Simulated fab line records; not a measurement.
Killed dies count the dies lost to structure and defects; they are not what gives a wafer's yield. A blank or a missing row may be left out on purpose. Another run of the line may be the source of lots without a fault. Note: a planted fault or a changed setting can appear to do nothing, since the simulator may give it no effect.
Split-lot experiment | flow gf180mcu | 23 wafers read across 5 lots, on a route 602 steps long

ON THE SPLIT
At GF_V1_EXPOSE_11 (exposes mask Via1, target cd 260 nm), the setting dose-mj was moved away from the recipe's 38 on 10 of the 23 wafers read, by -7.2% to +4.4%. The other wafers ran this setting at the recipe's value.

FROM THE SPLIT TO THE READING: what the file shows between them, 1 step
- GF_V1_DEVELOP_13: develop time 60 s (also split here: develop-time-s)

THE READING
cd-nm, in nm, at GF_V1_CD_MEAS_14 (target cd 260 nm). Fault-free wafers of this fab line usually give 259.9 nm, standard deviation 1.8 nm.

wafer  | tool, chamber at the split | dose-mj as run | against the recipe | cd-nm, nm | against lot-mates on the recipe
L074.1 | krf-scanner-02, 0          | 38             | recipe             | 257.7     | -
L074.2 | krf-scanner-02, 0          | 38             | recipe             | 257.7     | -
L074.6 | krf-scanner-02, 0          | 38             | recipe             | 258.2     | -
L076.1 | krf-scanner-01, 0          | 39.68          | +4.4%              | 264.7     | +5.4
L076.2 | krf-scanner-01, 0          | 38             | recipe             | 259.0     | -
L076.4 | krf-scanner-01, 0          | 39.68          | +4.4%              | 266.9     | +7.6
L076.5 | krf-scanner-01, 0          | 39.68          | +4.4%              | 266.4     | +7.1
L076.6 | krf-scanner-01, 0          | 38             | recipe             | 259.5     | -
L077.1 | krf-scanner-01, 0          | 38.87          | +2.3%              | 263.6     | +2.8
L077.2 | krf-scanner-01, 0          | 38             | recipe             | 260.3     | -
L077.3 | krf-scanner-01, 0          | 38.87          | +2.3%              | 263.6     | +2.8
L077.5 | krf-scanner-01, 0          | 38             | recipe             | 260.6     | -
L077.6 | krf-scanner-01, 0          | 38             | recipe             | 261.5     | -
L079.1 | krf-scanner-01, 0          | 35.27          | -7.2%              | 246.4     | -10.5
L079.2 | krf-scanner-01, 0          | 35.27          | -7.2%              | 244.8     | -12.1
L079.3 | krf-scanner-01, 0          | 38             | recipe             | 256.3     | -
L079.4 | krf-scanner-01, 0          | 38             | recipe             | 257.2     | -
L079.5 | krf-scanner-01, 0          | 38             | recipe             | 257.3     | -
L080.1 | krf-scanner-01, 0          | 38             | recipe             | 261.5     | -
L080.2 | krf-scanner-01, 0          | 39.28          | +3.4%              | 266.5     | +5.4
L080.4 | krf-scanner-01, 0          | 38             | recipe             | 260.6     | -
L080.5 | krf-scanner-01, 0          | 39.28          | +3.4%              | 266.0     | +4.9
L080.6 | krf-scanner-01, 0          | 39.28          | +3.4%              | 265.3     | +4.2

FIT RESULTS
A straight line over all 23 wafers: cd-nm changes by +1.82 nm for each +1% of dose-mj; r = +0.97; the points scatter about the line by 1.5 nm.
The same after taking each lot's own level away (the mean of its wafers on the recipe; 23 wafers): +1.53 nm for each +1%; r = +0.99; scatter 0.61 nm.
On that fit, the largest move of dose-mj shifts the reading by 11 nm.
Measured against the standard deviation above, the lots' own levels, which go from 256.93 to 261.05 nm, span 2.3 times it.
So the slope is not independent of the lot-to-lot level: the two fits are not the same.
Check: with one of the wafers moved furthest among these (-7.2%) left out of the fit, the line predicts -11.5 nm for it against its lot-mates. It came out at -10.5 nm against them.

FURTHER SPLITS ON THESE WAFERS
Before the reading, these wafers also passed through other splits. Each is held against what the fit with the lots' levels taken away leaves over:
other split on the same wafers   | wafers away from the commonest value | r with cd-nm (lot level and that fit taken away)
GF_NSD_COAT_02 resist-thk-nm     | 5                                    | +0.05
GF_NSD_DEVELOP_06 develop-time-s | 11                                   | -0.08
GF_SAB_DEVELOP_08 develop-time-s | 9                                    | -0.22
GF_SAB_ETCH_11 time-s            | 6                                    | +0.05
GF_M1_SPUTTER_04 time-s          | 10                                   | -0.03
GF_V1_DEVELOP_13 develop-time-s  | 8                                    | +0.32

THE WHOLE CHAIN: every reading that the file lists as answering this split, in the file's order
step             | what it does                                                 | reading                                                   | change (the file's fit)              | r (the file's)
GF_V1_CD_MEAS_14 | target cd 260 nm                                             | cd-nm                                                     | +1.53 nm for each +1% of the setting | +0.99
GF_V1_ETCH_16    | etches BARC in N2/H2                                         | V1.cd-nm (the simulator's own value, which no gauge read) | +1.34 nm for each +1% of the setting | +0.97
GF_V1_ETCH_17    | etches SiO2 in C4F8/O2/Ar, stops on TiN, target depth 630 nm | V1.cd-nm (the simulator's own value, which no gauge read) | +1.35 nm for each +1% of the setting | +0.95

FILE'S OWN FIT
cd-nm changes by +1.53 nm for each +1% of dose-mj, r = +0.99.
